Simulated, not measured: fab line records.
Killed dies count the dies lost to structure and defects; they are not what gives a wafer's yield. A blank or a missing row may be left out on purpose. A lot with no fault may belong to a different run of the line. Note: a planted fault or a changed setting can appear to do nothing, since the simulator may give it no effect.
Matching of chambers | flow sky130 | SKY_CAP2M_CVD_00 on pecvd-03 has 3 sister chambers
The step deposits SiO2, target thk 15.5 nm. 14 wafers are shown with their chamber, then 7 later ones without.

WAFERS PAIRED WITH THEIR CHAMBERS
wafer  | chamber | heater-power-w (W)
L077.2 | 2       | 977
L077.3 | 0       | 830
L077.6 | 0       | 835
L079.1 | 0       | 897
L079.2 | 2       | 948
L079.3 | 1       | 890
L079.4 | 1       | 879
L079.5 | 2       | 920
L079.6 | 0       | 874
L081.1 | 2       | 996
L081.5 | 1       | 895
L081.6 | 0       | 770
L083.1 | 1       | 845
L083.3 | 2       | 997

SIGNATURES (averages over the wafers above)
reading        | chamber 0 | chamber 1 | chamber 2 | scatter within a chamber
heater-power-w | 841.20    | 877.25    | 967.60    | 37.4
Rule: distance of a wafer from a chamber = root of the sum over the readings of ((wafer's reading minus chamber's mean) / reading's scatter) squared. The wafer belongs to the nearest chamber; if the next one is less than 2 further off, it can't be placed. How the scatter is found: for the shown wafers, subtract from each reading the mean of its chamber, square and add these, divide the total by (wafers less chambers), then take the root.

WAFERS WITH NO CHAMBER GIVEN
wafer  | heater-power-w (W)
L083.5 | 983
L086.1 | 803
L086.3 | 930
L086.4 | 924
L091.2 | 903
L091.4 | 867
L091.5 | 853

CHAMBER TAKEN BY EACH
wafer  | from the rows above          | in truth
L083.5 | 2                            | 2
L086.1 | can't be placed: 0 or 1      | 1
L086.3 | can't be placed: 2 or 1 or 0 | 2
L086.4 | can't be placed: 2 or 1 or 0 | 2
L091.2 | can't be placed: 1 or 0 or 2 | 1
L091.4 | can't be placed: 1 or 0      | 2
L091.5 | can't be placed: 0 or 1      | 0
Correct placement for 1 of the 7. These rows do not allow placing 6 (true chamber among the candidates in 5). Placed wrongly: 0.
